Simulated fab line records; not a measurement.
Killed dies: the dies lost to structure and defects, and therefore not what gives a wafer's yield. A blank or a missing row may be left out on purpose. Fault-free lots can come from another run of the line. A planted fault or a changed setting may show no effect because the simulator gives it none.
A struck lot beside a sound one || flow sky130 || 15 steps out of a route of 708
Sound: the wafers L822.2, L822.3, L822.6. Wafers struck: L835.2, L835.3, L835.6. Last of all comes the cause.
Order at every step that has rows: each side's tool, ch and its chambers, its first start. Under that, the readings that differ: sound wafers || struck wafers || difference of the means || sigmas: that difference in standard deviations of wafers without a fault.
alike: readings whose means differ by less than 2 such deviations, and words and numbers that are the same on both sides. not compared: withheld readings, readings that some wafer has no value for, bounds like >300 that may hide the same value, and numbers for which the record gives no deviation and whose values overlap.
A row with sigmas, a row that says differs or no value, or rows on one side alone: a step with any of these is where the two part. Numbers that don't overlap but have no deviation are shown without sigmas and don't part them. A reading that every wafer of one side lacks parts them only if that side has two wafers or more.

SKY_LDD_HVP_OVL_MEAS_07:
  sound: overlay-02 at day 24 08:38; struck: overlay-02 at day 29 05:43
  alike: LDD_HVP_OVL
after that, 1 step had no rows for these wafers: SKY_LDD_HVP_IMPLANT_08.
SKY_LDD_HVP_STRIP_09: strips in O2/N2.
  sound on plasma_asher-03 ch 0,1, day 24 08:49; struck on plasma_asher-01 ch 0, day 29 05:53
  alike: drypump_motor_current_A, oes_product_au, strip_time_to_endpoint_s
  not compared: rf_hours_counter_h
SKY_LDD_HVP_TW_MEAS_10:
  sound: film_metro-02 at day 24 08:55; struck: film_metro-01 at day 29 06:00
{"reading": "LDD_HVP_TW", "sound": "462 461 461", "struck": "453 453 453", "difference": -8, "sigmas": -2}
then, 7 steps without rows for these wafers: SKY_LDD_LDN_DEHYDRATE_00 (time 60 s); SKY_LDD_LDN_HMDS_01 (prime time 60 s); SKY_LDD_LDN_COAT_02 (resist thk 1140 nm); SKY_LDD_LDN_SOFTBAKE_03 (time 60 s); SKY_LDD_LDN_EXPOSE_04 (exposes mask LDNTM, target cd 700 nm); SKY_LDD_LDN_PEB_05; SKY_LDD_LDN_DEVELOP_06 (develop time 60 s).
SKY_LDD_LDN_OVL_MEAS_07:
  sound: overlay-02 at day 25 13:41; struck: overlay-01 at day 30 10:10
  alike: LDD_LDN_OVL
SKY_LDD_LDN_IMPLANT_08:
  sound on implanter-03 ch 0, day 25 13:44; struck on implanter-02 ch 0, day 30 10:13
{"reading": "dose_ions_cm2", "sound": "1.2499e+13 1.2488e+13 1.2517e+13", "struck": "1.0687e+13 1.0665e+13 1.0674e+13", "difference": -1.8260e+12, "sigmas": "-99 or more"}
{"reading": "faraday_current_uA", "sound": "69.2 70.7 67.1", "struck": "59.1 59.2 60.9", "difference": -9.3, "sigmas": -6}
after that, 1 step had no rows for these wafers: SKY_LDD_LDN_IMPLANT_09.
-- the record jumps here: 20 days lie between the struck wafers' starts before and after (it left off in module LDD_LDN and takes up again in module PAD_OPEN, whose first step shown is number 708 of the route) --
SKY_PAD_OPEN_PROBE_99:
  sound: prober-02 at day 47 20:34; struck: prober-01 at day 50 19:53
  alike: killed_at_M0_to_M3, killed_at_M4_up, killed_at_contacts, killed_at_front_end, killed_at_other, killed_dies, killed_open, killed_short

WHERE THEY PART
Last at SKY_LDD_LDN_IMPLANT_08 as far as this record goes, first at SKY_LDD_HVP_TW_MEAS_10. Later steps at which nothing parts them and some readings are alike: SKY_PAD_OPEN_PROBE_99.

WHY: whatever the simulator had introduced
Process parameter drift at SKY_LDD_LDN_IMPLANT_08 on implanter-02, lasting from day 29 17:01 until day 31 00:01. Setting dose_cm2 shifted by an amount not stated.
